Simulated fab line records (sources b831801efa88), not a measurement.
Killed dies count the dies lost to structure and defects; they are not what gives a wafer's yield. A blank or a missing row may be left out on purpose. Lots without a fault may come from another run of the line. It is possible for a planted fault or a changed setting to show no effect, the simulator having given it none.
fab line records | flow sky130
[record] lots = 5 wafers = 15 lastDay = 49
route steps=708 shown LDD_HVN@267 LDD_HVP@278 LDD_LDN@289 SPACER@304
lots with no fault: from the same line, run without faults
startH: the number of hours between the record's first day and the start of the first shown wafer of the lot | waitH: hours since the lot's step before | " repeats the value in the row above | L1.1+2: a single row standing in for several wafers | - no value present, or no start provided | * or withheld: withheld | < > ~ a bound
route shown NAME@n: names a module that has steps shown in the file, with the first one's number in the route | usual: the fault-free wafers' mean and standard deviation | same: alike in all rows | chamber/n: place in a boat | sites: each site's reading | _std_site: the values' standard deviation | _edge_site: outer sites' mean less inner sites' | radiusMm: how far each site lies from the wafer's centre | mask NAME#n: copy n | behind: tool/chamber where the wafer was last shaped | hold: cause of the lot's hold/its duration in hours/its outcome | device: names the non-switching transistor (n, p or np) | end of line: tests of these same wafers at the route's end | a step without rows: its recipe alone | killed: dies that structure and defects cost at the first sort, which is not the same as the wafer's yield | map: a wafer's dies, x killed, . not, _ none there
set.NAME: the setting that was run; set.NAME@STEP: the one run at that earlier step | model.NAME: the simulator's own value behind a step, which no gauge read
lots seen at some steps along the route; tables by step, rows by wafer
services: a tool's chamber out of use, with start hour (startH, from the record's first day; less than 0 if before it), hours out, and reason
[[steps]]
[step SKY_LDD_HVN_DEHYDRATE_00]
[recipe] tempC = 200 timeS = 60
// columns lot.wafer tool chamber startH waitH
L074.1+3+5 lithoTrack-01 0 452.56 14.8
L079.1+2+3 lithoTrack-04 0 492.52 14.9
L087.1+3+6 lithoTrack-04 0 570.92 15.3
L088.2+5+6 lithoTrack-01 0 572.48 15.2
L090.2+3+5 lithoTrack-02 0 586.90 13.1
[step SKY_LDD_HVN_HMDS_01]
[recipe] primeTimeS = 60 primeTempC = 120
// columns lot.wafer tool chamber startH waitH
L074.1+3+5 lithoTrack-01 0 452.71 0.1
L079.1+2+3 lithoTrack-04 0 492.67 0.1
L087.1+3+6 lithoTrack-04 0 571.07 0.1
L088.2+5+6 lithoTrack-01 0 572.63 0.1
L090.2+3+5 lithoTrack-02 0 587.05 0.1
[step SKY_LDD_HVN_COAT_02]
[recipe] resist = NOVOLAK spinRpm = 3000 resistThkNm = 300
// columns lot.wafer tool chamber startH waitH
L074.1+3+5 lithoTrack-01 0 452.86 0.1
L079.1+2+3 lithoTrack-04 0 492.82 0.1
L087.1+3+6 lithoTrack-04 0 571.22 0.1
L088.2+5+6 lithoTrack-01 0 572.78 0.1
L090.2+3+5 lithoTrack-02 0 587.20 0.1
[step SKY_LDD_HVN_SOFTBAKE_03]
[recipe] tempC = 90 timeS = 60 resist = NOVOLAK
// columns lot.wafer tool chamber startH waitH
L074.1+3+5 lithoTrack-01 0 453.01 0.1
L079.1+2+3 lithoTrack-04 0 492.97 0.1
L087.1+3+6 lithoTrack-04 0 571.37 0.1
L088.2+5+6 lithoTrack-01 0 572.93 0.1
L090.2+3+5 lithoTrack-02 0 587.35 0.1
[step SKY_LDD_HVN_EXPOSE_04]
[recipe] maskId = HVNTM na = 0.6 sourceShape = conventional sigmaOuter = 0.6 polarization = unpolarized targetCdNm = 700 doseMj = 127
[usual] stageVelMmS = 500.04/0.23
// columns lot.wafer tool chamber startH waitH mask stageVelMmS
L074.1 ilineStepper-02 0 - - HVNTM#0 500.37
L074.3 " 0 " " HVNTM#0 500.13
L074.5 " 0 " " HVNTM#0 500.24
L079.1 ilineStepper-02 0 - - HVNTM#0 499.84
L079.2 " 0 " " HVNTM#0 500.18
L079.3 " 0 " " HVNTM#0 499.62
L087.1 ilineStepper-02 0 - - HVNTM#0 500.32
L087.3 " 0 " " HVNTM#0 499.91
L087.6 " 0 " " HVNTM#0 500.21
L088.2 ilineStepper-02 0 - - HVNTM#0 500.28
L088.5 " 0 " " HVNTM#0 500.22
L088.6 " 0 " " HVNTM#0 500.09
L090.2 ilineStepper-01 0 - - HVNTM#0 500.18
L090.3 " 0 " " HVNTM#0 500.16
L090.5 " 0 " " HVNTM#0 499.91
[step SKY_LDD_HVN_PEB_05]
[recipe] tempC = withheld timeS = * resist = NOVOLAK
// columns lot.wafer tool chamber startH waitH
L074.1+3+5 lithoTrack-04 0 - -
L079.1+2+3 lithoTrack-01 0 - -
L087.1+3+6 lithoTrack-01 0 - -
L088.2+5+6 lithoTrack-02 0 - -
L090.2+3+5 lithoTrack-01 0 - -
[step SKY_LDD_HVN_DEVELOP_06]
[recipe] resist = NOVOLAK developer = TMAH developTimeS = 60 devTempC = 23
// columns lot.wafer tool chamber startH waitH
L074.1+3+5 lithoTrack-04 0 468.47 0.1
L079.1+2+3 lithoTrack-01 0 508.46 0.1
L087.1+3+6 lithoTrack-01 0 585.56 0.1
L088.2+5+6 lithoTrack-02 0 586.45 0.1
L090.2+3+5 lithoTrack-01 0 602.28 0.1
[step SKY_LDD_HVN_OVL_MEAS_07]
[usual] LDD_HVN_OVL = -0.7/1.4
// columns lot.wafer tool chamber startH waitH LDD_HVN_OVL[nm]
L074.1 overlay-01 - 468.62 0.1 -1.2
L074.3 " - " " -3.1
L074.5 " - " " -0.9
L079.1 overlay-01 - 508.61 0.1 -1.4
L079.2 " - " " -2.3
L079.3 " - " " -1.1
L087.1 overlay-01 - 585.71 0.1 -1.2
L087.3 " - " " -0.2
L087.6 " - " " 2.8
L088.2 overlay-01 - 586.58 0.1 -0.8
L088.5 " - " " 0.3
L088.6 " - " " -0.3
L090.2 overlay-01 - 602.41 0.1 -2.1
L090.3 " - " " -1.1
L090.5 " - " " -1.8
[step SKY_LDD_HVN_IMPLANT_08]
[recipe] species = P energyKev = 60 doseCm2 = 3e+13 tiltDeg = 40
[usual] endStationPressureTorr = 5.14e-06/2.9e-07 faradayCurrentUA = 169/3.6
// columns lot.wafer tool chamber startH waitH endStationPressureTorr faradayCurrentUA
L074.1 implanter-04 0 468.65 0.0 4.92e-06 176
L074.3 " 0 " " 5.19e-06 167
L074.5 " 0 " " 5.24e-06 167
L079.1 implanter-03 0 508.64 0.0 5.14e-06 170
L079.2 " 0 " " 4.77e-06 162
L079.3 " 0 " " 5.6e-06 174
L087.1 implanter-03 0 585.74 0.0 5.47e-06 168
L087.3 " 0 " " 5.53e-06 169
L087.6 " 0 " " 5.38e-06 167
L088.2 implanter-03 0 586.64 0.0 4.81e-06 169
L088.5 " 0 " " 5.05e-06 171
L088.6 " 0 " " 4.93e-06 170
L090.2 implanter-02 0 602.47 0.0 5.01e-06 169
L090.3 " 0 " " 5.33e-06 169
L090.5 " 0 " " 4.75e-06 165
[step SKY_LDD_HVN_STRIP_09]
[recipe] chemistry = O2/N2 powerW = 1400 pressureMtorr = 1500 platenTempC = withheld o2FlowSccm = 3000 n2FlowSccm = 300 overashFraction = 0.5
[usual] drypumpMotorCurrentA = 5.7/0.48 oesProductAu = 0.409/0.005 stripTimeToEndpointS = 4.130/0.014
[same] overashFraction = 0.5
// columns lot.wafer tool chamber startH waitH drypumpMotorCurrentA oesProductAu rfHoursCounterH stripTimeToEndpointS
L074.1 plasmaAsher-01 0 468.80 0.1 6.2 0.403 65 4.137
L074.3 " 1 " " 5.2 0.411 - 4.135
L074.5 " 1 " " 5.2 0.407 - 4.115
L079.1 plasmaAsher-04 0 508.79 0.1 5.9 0.413 6 4.122
L079.2 " 1 " " 5.7 0.410 6 4.140
L079.3 " 1 " " 5.7 0.406 - 4.152
L087.1 plasmaAsher-02 1 585.89 0.1 6.4 0.415 86 4.140
L087.3 " 0 " " 5.1 0.406 - 4.137
L087.6 " 0 " " 5.1 0.405 - 4.170
L088.2 plasmaAsher-02 1 586.76 0.1 6.4 0.412 86 4.139
L088.5 " 0 " " 5.1 0.408 - 4.156
L088.6 " 1 " " 6.4 0.415 - 4.141
L090.2 plasmaAsher-02 1 602.59 0.1 6.4 0.403 87 4.133
L090.3 " 1 " " 6.5 0.409 - 4.141
L090.5 " 0 " " 5.1 0.418 - 4.136
[step SKY_LDD_HVN_TW_MEAS_10]
[usual] LDD_HVN_TW = 1441/16
// columns lot.wafer tool chamber startH waitH LDD_HVN_TW
L074.1 filmMetro-03 - 468.90 0.1 1446
L074.3 " - " " 1460
L074.5 " - " " 1452
L079.1 filmMetro-01 - 508.89 0.1 1447
L079.2 " - " " 1439
L079.3 " - " " 1448
L087.1 filmMetro-01 - 585.99 0.1 1448
L087.3 " - " " 1437
L087.6 " - " " 1448
L088.2 filmMetro-01 - 586.87 0.1 1442
L088.5 " - " " 1445
L088.6 " - " " 1437
L090.2 filmMetro-03 - 602.70 0.1 1472
L090.3 " - " " 1459
L090.5 " - " " 1474
[step SKY_LDD_HVP_DEHYDRATE_00]
[recipe] tempC = 200 timeS = 60
// columns lot.wafer tool chamber startH waitH
L074.1+3+5 lithoTrack-02 0 484.18 15.3
L079.1+2+3 lithoTrack-03 0 522.86 14.0
L087.1+3+6 lithoTrack-03 0 600.66 14.7
L088.2+5+6 lithoTrack-02 0 601.65 14.8
L090.2+3+5 lithoTrack-04 0 616.09 13.4
[step SKY_LDD_HVP_HMDS_01]
[recipe] primeTimeS = 60 primeTempC = 120
// columns lot.wafer tool chamber startH waitH
L074.1+3+5 lithoTrack-02 0 484.33 0.1
L079.1+2+3 lithoTrack-03 0 523.01 0.1
L087.1+3+6 lithoTrack-03 0 600.81 0.1
L088.2+5+6 lithoTrack-02 0 601.80 0.1
L090.2+3+5 lithoTrack-04 0 616.24 0.1
[step SKY_LDD_HVP_COAT_02]
[recipe] resist = NOVOLAK spinRpm = 3000 resistThkNm = 300
// columns lot.wafer tool chamber startH waitH
L074.1+3+5 lithoTrack-02 0 484.48 0.1
L079.1+2+3 lithoTrack-03 0 523.16 0.1
L087.1+3+6 lithoTrack-03 0 600.96 0.1
L088.2+5+6 lithoTrack-02 0 601.95 0.1
L090.2+3+5 lithoTrack-04 0 616.39 0.1
[step SKY_LDD_HVP_SOFTBAKE_03]
[recipe] tempC = 90 timeS = 60 resist = NOVOLAK
// columns lot.wafer tool chamber startH waitH
L074.1+3+5 lithoTrack-02 0 484.63 0.1
L079.1+2+3 lithoTrack-03 0 523.31 0.1
L087.1+3+6 lithoTrack-03 0 601.11 0.1
L088.2+5+6 lithoTrack-02 0 602.10 0.1
L090.2+3+5 lithoTrack-04 0 616.54 0.1
[step SKY_LDD_HVP_EXPOSE_04]
[recipe] maskId = HVPTM na = 0.6 sourceShape = conventional sigmaOuter = 0.6 polarization = unpolarized targetCdNm = 700 doseMj = 86
[usual] stageVelMmS = 500.02/0.25
// columns lot.wafer tool chamber startH waitH mask stageVelMmS
L074.1 ilineStepper-02 0 - - HVPTM#0 500.05
L074.3 " 0 " " HVPTM#0 500.02
L074.5 " 0 " " HVPTM#0 500.04
L079.1 ilineStepper-01 0 - - HVPTM#0 499.75
L079.2 " 0 " " HVPTM#0 499.90
L079.3 " 0 " " HVPTM#0 499.79
L087.1 ilineStepper-01 0 - - HVPTM#0 499.74
L087.3 " 0 " " HVPTM#0 499.90
L087.6 " 0 " " HVPTM#0 499.66
L088.2 ilineStepper-02 0 - - HVPTM#0 499.79
L088.5 " 0 " " HVPTM#0 499.86
L088.6 " 0 " " HVPTM#0 499.89
L090.2 ilineStepper-02 0 - - HVPTM#0 499.93
L090.3 " 0 " " HVPTM#0 499.83
L090.5 " 0 " " HVPTM#0 499.86
[step SKY_LDD_HVP_PEB_05]
[recipe] tempC = withheld timeS = * resist = NOVOLAK
// columns lot.wafer tool chamber startH waitH
L074.1+3+5 lithoTrack-04 0 - -
L079.1+2+3 lithoTrack-03 0 - -
L087.1+3+6 lithoTrack-02 0 - -
L088.2+5+6 lithoTrack-02 0 - -
L090.2+3+5 lithoTrack-02 0 - -
[step SKY_LDD_HVP_DEVELOP_06]
[recipe] resist = NOVOLAK developer = TMAH developTimeS = 60 devTempC = 23
// columns lot.wafer tool chamber startH waitH
L074.1+3+5 lithoTrack-04 0 500.17 0.1
L079.1+2+3 lithoTrack-03 0 538.51 0.1
L087.1+3+6 lithoTrack-02 0 615.43 0.1
L088.2+5+6 lithoTrack-02 0 616.05 0.1
L090.2+3+5 lithoTrack-02 0 632.10 0.1
[step SKY_LDD_HVP_OVL_MEAS_07]
[usual] LDD_HVP_OVL = -0.1/1.3
// columns lot.wafer tool chamber startH waitH LDD_HVP_OVL[nm]
L074.1 overlay-01 - 500.32 0.1 0.6
L074.3 " - " " 0.3
L074.5 " - " " 0.1
L079.1 overlay-01 - 538.66 0.1 0.5
L079.2 " - " " 1.2
L079.3 " - " " 0.9
L087.1 overlay-01 - 615.58 0.1 -0.4
L087.3 " - " " -1.6
L087.6 " - " " -2.2
L088.2 overlay-02 - 616.18 0.1 -1.2
L088.5 " - " " -1.8
L088.6 " - " " -0.3
L090.2 overlay-01 - 632.23 0.1 -0.3
L090.3 " - " " -0.9
L090.5 " - " " 1.2
[step SKY_LDD_HVP_IMPLANT_08]
[recipe] species = B energyKev = 20 doseCm2 = 1.7e+13 tiltDeg = 17.9
[usual] endStationPressureTorr = 5.08e-06/2.8e-07 faradayCurrentUA = 95.8/2
// columns lot.wafer tool chamber startH waitH endStationPressureTorr faradayCurrentUA
L074.1 implanter-02 0 500.35 0.0 5.12e-06 96.8
L074.3 " 0 " " 4.62e-06 97.2
L074.5 " 0 " " 5.47e-06 96.4
L079.1 implanter-02 0 538.69 0.0 5.2e-06 96.8
L079.2 " 0 " " 4.98e-06 99.4
L079.3 " 0 " " 4.87e-06 97.0
L087.1 implanter-02 0 615.61 0.0 4.94e-06 98.5
L087.3 " 0 " " 4.95e-06 96.3
L087.6 " 0 " " 5.46e-06 93.8
L088.2 implanter-03 0 616.24 0.0 5.01e-06 95.4
L088.5 " 0 " " 5.21e-06 95.6
L088.6 " 0 " " 5.3e-06 96.0
L090.2 implanter-01 0 632.29 0.0 5.08e-06 98.0
L090.3 " 0 " " 5.36e-06 96.3
L090.5 " 0 " " 5.32e-06 97.4
[step SKY_LDD_HVP_STRIP_09]
[recipe] chemistry = O2/N2 powerW = 1400 pressureMtorr = 1500 platenTempC = withheld o2FlowSccm = 3000 n2FlowSccm = 300 overashFraction = 0.5
[usual] drypumpMotorCurrentA = 5.8/0.52 oesProductAu = 0.409/0.0049 stripTimeToEndpointS = 4.134/0.014
[same] overashFraction = 0.5
// columns lot.wafer tool chamber startH waitH drypumpMotorCurrentA oesProductAu rfHoursCounterH stripTimeToEndpointS
L074.1 plasmaAsher-02 0 500.50 0.1 5.1 0.414 77 4.150
L074.3 " 1 " " 6.4 0.400 - 4.154
L074.5 " 0 " " 5.1 0.406 - 4.145
L079.1 plasmaAsher-03 0 538.84 0.1 5.2 0.410 44 4.148
L079.2 " 1 " " 6.3 0.415 44 4.142
L079.3 " 0 " " 5.2 0.403 - 4.153
L087.1 plasmaAsher-03 1 615.76 0.1 6.3 0.409 52 4.133
L087.3 " 0 " " 5.3 0.410 - 4.161
L087.6 " 0 " " 5.2 0.402 - 4.149
L088.2 plasmaAsher-03 0 616.36 0.1 5.2 0.413 52 4.112
L088.5 " 1 " " 6.3 0.404 - 4.104
L088.6 " 0 " " 5.2 0.411 - 4.116
L090.2 plasmaAsher-04 1 632.41 0.1 5.7 0.403 18 4.139
L090.3 " 1 " " 5.6 0.411 - 4.113
L090.5 " 0 " " 5.9 0.409 - 4.113
[step SKY_LDD_HVP_TW_MEAS_10]
[usual] LDD_HVP_TW = 457/4
// columns lot.wafer tool chamber startH waitH LDD_HVP_TW
L074.1 filmMetro-02 - 500.60 0.1 458
L074.3 " - " " 460
L074.5 " - " " 455
L079.1 filmMetro-01 - 538.94 0.1 456
L079.2 " - " " 460
L079.3 " - " " 458
L087.1 filmMetro-01 - 615.86 0.1 456
L087.3 " - " " 455
L087.6 " - " " 457
L088.2 filmMetro-03 - 616.47 0.1 465
L088.5 " - " " 466
L088.6 " - " " 464
L090.2 filmMetro-01 - 632.52 0.1 453
L090.3 " - " " 454
L090.5 " - " " 455
[step SKY_LDD_LDN_DEHYDRATE_00]
[recipe] tempC = 200 timeS = 60
// columns lot.wafer tool chamber startH waitH
L074.1+3+5 lithoTrack-01 0 515.61 15.0
L079.1+2+3 lithoTrack-01 0 552.86 13.9
L087.1+3+6 lithoTrack-03 0 630.26 14.4
L088.2+5+6 lithoTrack-04 0 631.44 15.0
L090.2+3+5 lithoTrack-01 0 645.98 13.4
[step SKY_LDD_LDN_HMDS_01]
[recipe] primeTimeS = 60 primeTempC = 120
// columns lot.wafer tool chamber startH waitH
L074.1+3+5 lithoTrack-01 0 515.76 0.1
L079.1+2+3 lithoTrack-01 0 553.01 0.1
L087.1+3+6 lithoTrack-03 0 630.41 0.1
L088.2+5+6 lithoTrack-04 0 631.59 0.1
L090.2+3+5 lithoTrack-01 0 646.13 0.1
[step SKY_LDD_LDN_COAT_02]
[recipe] resist = NOVOLAK spinRpm = 3000 resistThkNm = 1140
// columns lot.wafer tool chamber startH waitH
L074.1+3+5 lithoTrack-01 0 515.91 0.1
L079.1+2+3 lithoTrack-01 0 553.16 0.1
L087.1+3+6 lithoTrack-03 0 630.56 0.1
L088.2+5+6 lithoTrack-04 0 631.74 0.1
L090.2+3+5 lithoTrack-01 0 646.28 0.1
[step SKY_LDD_LDN_SOFTBAKE_03]
[recipe] tempC = 90 timeS = 60 resist = NOVOLAK
// columns lot.wafer tool chamber startH waitH
L074.1+3+5 lithoTrack-01 0 516.06 0.1
L079.1+2+3 lithoTrack-01 0 553.31 0.1
L087.1+3+6 lithoTrack-03 0 630.71 0.1
L088.2+5+6 lithoTrack-04 0 631.89 0.1
L090.2+3+5 lithoTrack-01 0 646.43 0.1
[step SKY_LDD_LDN_EXPOSE_04]
[recipe] maskId = LDNTM na = 0.6 sourceShape = conventional sigmaOuter = 0.6 polarization = unpolarized targetCdNm = 700 doseMj = 140
[usual] stageVelMmS = 500.00/0.27
// columns lot.wafer tool chamber startH waitH mask stageVelMmS
L074.1 ilineStepper-02 0 - - LDNTM#0 500.01
L074.3 " 0 " " LDNTM#0 500.02
L074.5 " 0 " " LDNTM#0 500.58
L079.1 ilineStepper-01 0 - - LDNTM#0 500.17
L079.2 " 0 " " LDNTM#0 500.02
L079.3 " 0 " " LDNTM#0 500.13
L087.1 ilineStepper-02 0 - - LDNTM#0 500.18
L087.3 " 0 " " LDNTM#0 500.36
L087.6 " 0 " " LDNTM#0 500.33
L088.2 ilineStepper-02 0 - - LDNTM#0 499.98
L088.5 " 0 " " LDNTM#0 499.95
L088.6 " 0 " " LDNTM#0 500.16
L090.2 ilineStepper-01 0 - - LDNTM#0 500.09
L090.3 " 0 " " LDNTM#0 500.28
L090.5 " 0 " " LDNTM#0 500.00
[step SKY_LDD_LDN_PEB_05]
[recipe] tempC = withheld timeS = * resist = NOVOLAK
// columns lot.wafer tool chamber startH waitH
L074.1+3+5 lithoTrack-04 0 - -
L079.1+2+3 lithoTrack-03 0 - -
L087.1+3+6 lithoTrack-04 0 - -
L088.2+5+6 lithoTrack-01 0 - -
L090.2+3+5 lithoTrack-01 0 - -
[step SKY_LDD_LDN_DEVELOP_06]
[recipe] resist = NOVOLAK developer = TMAH developTimeS = 60 devTempC = 23
// columns lot.wafer tool chamber startH waitH
L074.1+3+5 lithoTrack-04 0 530.82 0.1
L079.1+2+3 lithoTrack-03 0 568.71 0.1
L087.1+3+6 lithoTrack-04 0 644.92 0.1
L088.2+5+6 lithoTrack-01 0 645.83 0.1
L090.2+3+5 lithoTrack-01 0 659.93 0.1
[step SKY_LDD_LDN_OVL_MEAS_07]
[usual] LDD_LDN_OVL = 0.2/1.2
// columns lot.wafer tool chamber startH waitH LDD_LDN_OVL[nm]
L074.1 overlay-02 - 530.97 0.1 0.8
L074.3 " - " " 1.6
L074.5 " - " " 3.9
L079.1 overlay-02 - 568.86 0.1 -0.2
L079.2 " - " " 0.8
L079.3 " - " " 0.4
L087.1 overlay-01 - 645.07 0.1 1.1
L087.3 " - " " 1.3
L087.6 " - " " 1.4
L088.2 overlay-02 - 645.97 0.1 1.3
L088.5 " - " " 0.9
L088.6 " - " " 1.5
L090.2 overlay-02 - 660.06 0.1 0.7
L090.3 " - " " -0.3
L090.5 " - " " 1.4
[step SKY_LDD_LDN_IMPLANT_08]
[recipe] species = As energyKev = 15 doseCm2 = 1.25e+13 tiltDeg = withheld rotationDeg = 23
[usual] endStationPressureTorr = 5.04e-06/2.6e-07 faradayCurrentUA = 70.6/1.4
// columns lot.wafer tool chamber startH waitH endStationPressureTorr faradayCurrentUA
L074.1 implanter-03 0 531.00 0.0 5.14e-06 72.3
L074.3 " 0 " " 4.41e-06 71.5
L074.5 " 0 " " 5.23e-06 68.1
L079.1 implanter-03 0 568.89 0.0 5.56e-06 71.6
L079.2 " 0 " " 4.99e-06 69.4
L079.3 " 0 " " 4.9e-06 68.0
L087.1 implanter-03 0 645.10 0.0 4.67e-06 69.0
L087.3 " 0 " " 5.13e-06 71.5
L087.6 " 0 " " 5.06e-06 70.1
L088.2 implanter-01 0 646.03 0.0 5.11e-06 69.0
L088.5 " 0 " " 5.24e-06 70.4
L088.6 " 0 " " 4.91e-06 69.2
L090.2 implanter-04 0 660.12 0.0 4.89e-06 72.0
L090.3 " 0 " " 5.03e-06 71.0
L090.5 " 0 " " 4.86e-06 72.0
[step SKY_LDD_LDN_IMPLANT_09]
[recipe] species = As energyKev = 15 doseCm2 = 1.25e+13 tiltDeg = withheld rotationDeg = 113
[usual] endStationPressureTorr = 5.03e-06/2.4e-07 faradayCurrentUA = 70.6/1.5
// columns lot.wafer tool chamber startH waitH endStationPressureTorr faradayCurrentUA
L074.1 implanter-03 0 531.15 0.1 4.82e-06 71.0
L074.3 " 0 " " 5.06e-06 71.8
L074.5 " 0 " " 4.71e-06 68.1
L079.1 implanter-03 0 569.04 0.1 5.52e-06 72.5
L079.2 " 0 " " 4.78e-06 69.2
L079.3 " 0 " " 5e-06 70.4
L087.1 implanter-03 0 645.25 0.1 4.59e-06 73.4
L087.3 " 0 " " 4.92e-06 72.4
L087.6 " 0 " " 4.9e-06 73.5
L088.2 implanter-01 0 646.18 0.1 5.36e-06 69.0
L088.5 " 0 " " 4.97e-06 70.3
L088.6 " 0 " " 5.24e-06 71.2
L090.2 implanter-04 0 660.27 0.1 5.03e-06 69.9
L090.3 " 0 " " 4.9e-06 69.0
L090.5 " 0 " " 5.11e-06 70.3
[step SKY_LDD_LDN_IMPLANT_10]
[recipe] species = As energyKev = 15 doseCm2 = 1.25e+13 tiltDeg = withheld rotationDeg = 203
[usual] endStationPressureTorr = 5.06e-06/2.9e-07 faradayCurrentUA = 70.5/1.3
// columns lot.wafer tool chamber startH waitH endStationPressureTorr faradayCurrentUA
L074.1 implanter-03 0 531.30 0.1 5.03e-06 66.9
L074.3 " 0 " " 4.54e-06 72.1
L074.5 " 0 " " 5.56e-06 69.1
L079.1 implanter-03 0 569.19 0.1 5.11e-06 71.1
L079.2 " 0 " " 5.08e-06 72.0
L079.3 " 0 " " 5.01e-06 69.3
L087.1 implanter-03 0 645.40 0.1 5.1e-06 71.6
L087.3 " 0 " " 4.58e-06 69.0
L087.6 " 0 " " 5.14e-06 69.3
L088.2 implanter-01 0 646.33 0.1 4.96e-06 70.2
L088.5 " 0 " " 5.03e-06 72.1
L088.6 " 0 " " 4.84e-06 68.4
L090.2 implanter-04 0 660.42 0.1 5.26e-06 71.0
L090.3 " 0 " " 5.18e-06 71.3
L090.5 " 0 " " 5.46e-06 70.3
[step SKY_LDD_LDN_IMPLANT_11]
[recipe] species = As energyKev = 15 doseCm2 = 1.25e+13 tiltDeg = withheld rotationDeg = 293
[usual] endStationPressureTorr = 5.07e-06/2.4e-07 faradayCurrentUA = 70.5/1.3
// columns lot.wafer tool chamber startH waitH endStationPressureTorr faradayCurrentUA
L074.1 implanter-03 0 531.45 0.1 5.33e-06 70.1
L074.3 " 0 " " 4.76e-06 70.3
L074.5 " 0 " " 4.76e-06 71.6
L079.1 implanter-03 0 569.34 0.1 5.33e-06 69.6
L079.2 " 0 " " 5.18e-06 71.9
L079.3 " 0 " " 4.87e-06 72.1
L087.1 implanter-03 0 645.55 0.1 4.93e-06 71.4
L087.3 " 0 " " 5.29e-06 72.9
L087.6 " 0 " " 5.24e-06 70.0
L088.2 implanter-01 0 646.48 0.1 4.75e-06 71.8
L088.5 " 0 " " 5.14e-06 70.5
L088.6 " 0 " " 5.23e-06 70.4
L090.2 implanter-04 0 660.57 0.1 5.42e-06 70.2
L090.3 " 0 " " 4.62e-06 70.7
L090.5 " 0 " " 4.94e-06 71.8
[step SKY_LDD_LDN_STRIP_12]
[recipe] chemistry = O2/N2 powerW = 1400 pressureMtorr = 1500 platenTempC = withheld o2FlowSccm = 3000 n2FlowSccm = 300 overashFraction = 0.5
[usual] drypumpMotorCurrentA = 5.8/0.38 oesProductAu = 0.715/0.0046 stripTimeToEndpointS = 14.18/0.045
[same] overashFraction = 0.5
// columns lot.wafer tool chamber startH waitH drypumpMotorCurrentA oesProductAu rfHoursCounterH stripTimeToEndpointS
L074.1 plasmaAsher-04 1 531.60 0.1 5.7 0.714 9 14.20
L074.3 " 1 " " 5.7 0.717 - 14.19
L074.5 " 1 " " 5.7 0.706 - 14.22
L079.1 plasmaAsher-03 0 569.49 0.1 5.3 0.718 47 14.16
L079.2 " 1 " " 6.3 0.719 47 14.17
L079.3 " 0 " " 5.2 0.718 - 14.18
L087.1 plasmaAsher-03 1 645.70 0.1 6.3 0.712 55 14.23
L087.3 " 0 " " 5.2 0.708 - 14.18
L087.6 " 0 " " 5.2 0.717 - 14.17
L088.2 plasmaAsher-04 0 646.60 0.1 5.9 0.714 19 14.13
L088.5 " 1 " " 5.7 0.707 - 14.14
L088.6 " 0 " " 5.9 0.712 - 14.19
L090.2 plasmaAsher-04 1 660.69 0.1 5.7 0.719 21 14.18
L090.3 " 0 " " 5.9 0.718 - 14.18
L090.5 " 1 " " 5.7 0.718 - 14.16
[step SKY_LDD_LDN_TW_MEAS_13]
[usual] LDD_LDN_TW = 1463/9.7
// columns lot.wafer tool chamber startH waitH LDD_LDN_TW
L074.1 filmMetro-04 - 531.70 0.1 1465
L074.3 " - " " 1455
L074.5 " - " " 1470
L079.1 filmMetro-04 - 569.59 0.1 1450
L079.2 " - " " 1455
L079.3 " - " " 1453
L087.1 filmMetro-04 - 645.80 0.1 1461
L087.3 " - " " 1457
L087.6 " - " " 1459
L088.2 filmMetro-04 - 646.71 0.1 1461
L088.5 " - " " 1453
L088.6 " - " " 1458
L090.2 filmMetro-04 - 660.80 0.1 1450
L090.3 " - " " 1451
L090.5 " - " " 1457
[step SKY_LDD_LDN_CLEAN_14]
[recipe] chemistry = SC1/SC2 mix = 1:4:20 tempC = 70 timeS = 150 dry = n2Spin
// columns lot.wafer tool chamber startH waitH
L074.1+3+5 wetBench-03 3 531.76 0.1
L079.1+2+3 wetBench-03 1 569.65 0.1
L087.1+3+6 wetBench-01 3 645.86 0.1
L088.2+5+6 wetBench-01 1 646.76 0.0
L090.2+3+5 wetBench-01 3 660.85 0.0
[step SKY_SPACER_CVD_00]
[recipe] material = Si3N4 precursor = DCS/NH3 targetThkNm = 43.1 tempC = 770 timeS = 740 pressureMtorr = 250
[usual] spikeTcBottomC = 790.2/1.6 spikeTcUpperC = 769.9/1.2 zonePowerUpperPct = 11.6/0.35
// columns lot.wafer tool chamber startH waitH spikeTcBottomC spikeTcUpperC zonePowerUpperPct
L074.1 lpcvd-02 0 533.65 1.8 790.2 768.5 11.5
L074.3 " 0 " " 791.6 769.8 11.7
L074.5 " 0 " " 789.7 769.3 11.5
L079.1 lpcvd-02 0 569.75 0.0 791.7 771.2 11.4
L079.2 " 0 " " 789.2 770.3 11.3
L079.3 " 0 " " 790.8 770.1 11.4
L087.1 lpcvd-02 1 664.92 19.0 787.9 769.7 12.5
L087.3 " 1 " " 786.7 769.5 12.1
L087.6 " 1 " " 789.0 769.4 12.0
L088.2 lpcvd-02 0 664.92 18.1 790.5 770.3 11.5
L088.5 " 0 " " 792.3 770.2 11.4
L088.6 " 0 " " 790.6 771.9 11.4
L090.2 lpcvd-02 0 664.92 4.0 790.1 771.2 11.3
L090.3 " 0 " " 790.3 772.2 11.6
L090.5 " 0 " " 791.3 769.9 11.4
[step SKY_SPACER_THK_MEAS_01]
[recipe] reads = Si3N4_of_SPACER_CVD_00
[usual] SPACER_CVD_00_THK = 42.9/0.44
// columns lot.wafer tool chamber startH waitH SPACER_CVD_00_THK[nm]
L074.1 filmMetro-03 - 536.36 0.0 42.5
L074.3 " - " " 42.6
L074.5 " - " " 42.2
L079.1 filmMetro-03 - 570.96 0.0 43.4
L079.2 " - " " 43.3
L079.3 " - " " 43.1
L087.1 filmMetro-03 - 666.12 0.0 42.8
L087.3 " - " " 42.8
L087.6 " - " " 42.9
L088.2 filmMetro-03 - 666.19 0.1 43.3
L088.5 " - " " 43.6
L088.6 " - " " 43.4
L090.2 filmMetro-03 - 666.25 0.1 43.0
L090.3 " - " " 43.1
L090.5 " - " " 43.0
[[services]]
// columns tool chamber startH hours kind
ilineStepper-01 - 428.75 1.7 pm
implanter-01 - 444.61 27.2 pm
ilineStepper-01 - 450.12 4.7 repair
plasmaAsher-04 - 483.96 14.6 pm
implanter-04 - 483.97 2.9 pm
implanter-03 - 493.84 1.6 repair
implanter-01 - 505.43 21.1 pm
implanter-04 - 516.77 1.1 repair
implanter-01 - 527.04 5.8 pm
implanter-04 - 530.60 0.6 repair
implanter-03 - 535.65 5.3 pm
implanter-01 - 536.79 6.6 repair
implanter-04 - 541.00 16.7 pm
implanter-02 - 569.21 3.7 repair
implanter-04 - 572.44 2.6 repair
implanter-04 - 596.26 6.4 pm
implanter-01 - 606.06 1.5 repair
plasmaAsher-04 - 612.39 9.5 repair
plasmaAsher-03 - 617.43 2.5 repair
plasmaAsher-03 - 624.39 2.8 pm
ilineStepper-01 - 628.67 8.9 pm
lpcvd-02 - 634.41 28.1 pm
ilineStepper-01 - 637.90 5.3 repair
ilineStepper-01 - 646.93 1.7 pm
[[key]]
fault none
